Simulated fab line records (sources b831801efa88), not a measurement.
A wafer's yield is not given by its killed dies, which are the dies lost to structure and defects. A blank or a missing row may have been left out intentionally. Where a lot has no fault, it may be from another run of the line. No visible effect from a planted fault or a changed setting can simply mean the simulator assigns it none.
Tool commonality check + flow sky130 + 10 lots, 30 wafers sampled

## WHAT PROMPTED THE OPENING
At SKY_POLY_GATE_THK_MEAS_01 the reading POLY_GATE_CVD_00_THK is flagged on 2 of 10 lots. Wafers without a fault read 180.2 nm, standard deviation 1.8.
Rule: a lot is flagged in two cases, either no wafer of it has a number, or all its wafers with numbers fall more than 4 standard deviations from that mean. The rest of the lots are taken to be sound.

| lot  | measured     | on            | POLY_GATE_CVD_00_THK (nm), wafer by wafer | flag    |
|------|--------------|---------------|-------------------------------------------|---------|
| L168 | day 14 02:23 | film_metro-01 | 184.5 184.4 182.8                         |         |
| L173 | day 15 17:13 | film_metro-04 | 178.2 177.9 176.8                         |         |
| L174 | day 15 21:22 | film_metro-03 | 102.7 103.2 104.0                         | FLAGGED |
| L175 | day 16 09:31 | film_metro-04 | 107.3 104.6 105.3                         | FLAGGED |
| L182 | day 18 21:43 | film_metro-03 | 182.3 181.2 181.3                         |         |
| L185 | day 20 04:34 | film_metro-04 | 181.5 180.5 181.9                         |         |
| L186 | day 20 13:37 | film_metro-04 | 182.3 181.9 182.3                         |         |
| L187 | day 20 18:53 | film_metro-01 | 180.2 181.1 180.0                         |         |
| L189 | day 21 07:38 | film_metro-04 | 181.6 180.2 180.9                         |         |
| L191 | day 22 03:47 | film_metro-01 | 180.9 181.4 180.6                         |         |
On average the flagged lots' numbers are 104.5 nm, which is -75.7 nm against the usual, or -42 standard deviations.

## WHICH TOOL RAN EACH LOT
2 process steps preceding the reading are held in the record, out of 708 steps in the route. In each cell: the tool, then ch and the chambers that the sampled wafers went through, then the start.
| lot  | flag    | SKY_SONOS_ONO_ETCH_15              | SKY_POLY_GATE_CVD_00        |
|------|---------|------------------------------------|-----------------------------|
| L168 |         | rie_diel-01 ch 0,2, day 12 18:05   | lpcvd-01 ch 0, day 14 01:10 |
| L173 |         | rie_diel-04 ch 0,1,3, day 14 08:46 | lpcvd-01 ch 0, day 15 16:00 |
| L174 | FLAGGED | rie_diel-02 ch 1,3, day 14 12:38   | lpcvd-01 ch 0, day 15 20:10 |
| L175 | FLAGGED | rie_diel-02 ch 2,3, day 14 23:49   | lpcvd-01 ch 0, day 16 08:18 |
| L182 |         | rie_diel-02 ch 0,3, day 17 08:15   | lpcvd-01 ch 0, day 18 19:55 |
| L185 |         | rie_diel-04 ch 1,2, day 18 16:40   | lpcvd-01 ch 0, day 20 03:22 |
| L186 |         | rie_diel-04 ch 0,1,3, day 19 00:32 | lpcvd-01 ch 1, day 20 12:25 |
| L187 |         | rie_diel-02 ch 0,3, day 19 05:20   | lpcvd-01 ch 0, day 20 17:41 |
| L189 |         | rie_diel-01 ch 0,1, day 19 19:53   | lpcvd-01 ch 1, day 21 06:26 |
| L191 |         | rie_diel-04 ch 0,1, day 20 16:55   | lpcvd-01 ch 1, day 22 02:34 |
What is done by these steps:
- SKY_SONOS_ONO_ETCH_15: etches the open film in CHF3/O2, target depth 19.52 nm, time 7.8 s.
- SKY_POLY_GATE_CVD_00: deposits poly-Si, target thk 180 nm, time 720 s.
- SKY_POLY_GATE_THK_MEAS_01

## FLAGGED OVER TOTAL, TOOL BY TOOL (the gauges that took the reading come last)
| step                      | tool          | lots run | flagged | share of the flagged lots | sound lots run after its first flagged lot |
|---------------------------|---------------|----------|---------|---------------------------|--------------------------------------------|
| SKY_SONOS_ONO_ETCH_15     | rie_diel-01   | 2        | 0       | none                      | -                                          |
| SKY_SONOS_ONO_ETCH_15     | rie_diel-02   | 4        | 2       | all                       | 2 (L182,L187)                              |
| SKY_SONOS_ONO_ETCH_15     | rie_diel-04   | 4        | 0       | none                      | -                                          |
| SKY_POLY_GATE_CVD_00      | lpcvd-01      | 10       | 2       | all                       | 6 (L182,L185,L186,L187,L189,L191)          |
| SKY_POLY_GATE_THK_MEAS_01 | film_metro-01 | 3        | 0       | none                      | -                                          |
| SKY_POLY_GATE_THK_MEAS_01 | film_metro-03 | 2        | 1       | some                      | 1 (L182)                                   |
| SKY_POLY_GATE_THK_MEAS_01 | film_metro-04 | 5        | 1       | some                      | 3 (L185,L186,L189)                         |

## WHAT THE TABLE PERMITS
Table rows that saw every flagged lot: 2, namely rie_diel-02 at SKY_SONOS_ONO_ETCH_15 and lpcvd-01 at SKY_POLY_GATE_CVD_00.
- rie_diel-02 at SKY_SONOS_ONO_ETCH_15: 2 of its 4 lots flagged. After the first flagged lot (L182, L187), sound lots still ran on it; a lasting fault on the whole tool would not permit that.
- lpcvd-01 at SKY_POLY_GATE_CVD_00: 2 of its 10 lots flagged. After the first flagged lot (L182, L185, L186, L187, L189, L191), sound lots still ran on it; a lasting fault on the whole tool would not permit that. Its own readings (spike_tc_bottom_C, spike_tc_centre_C, spike_tc_lower_C, spike_tc_top_C, spike_tc_upper_C, susceptor_temp_C, zone_power_bottom_pct) fall more than 4 standard deviations out on all wafers of the flagged lots.
Not one row of the table ran every flagged lot while running no sound lot after the first.

## WHAT HAD BEEN PUT IN BY THE SIMULATOR
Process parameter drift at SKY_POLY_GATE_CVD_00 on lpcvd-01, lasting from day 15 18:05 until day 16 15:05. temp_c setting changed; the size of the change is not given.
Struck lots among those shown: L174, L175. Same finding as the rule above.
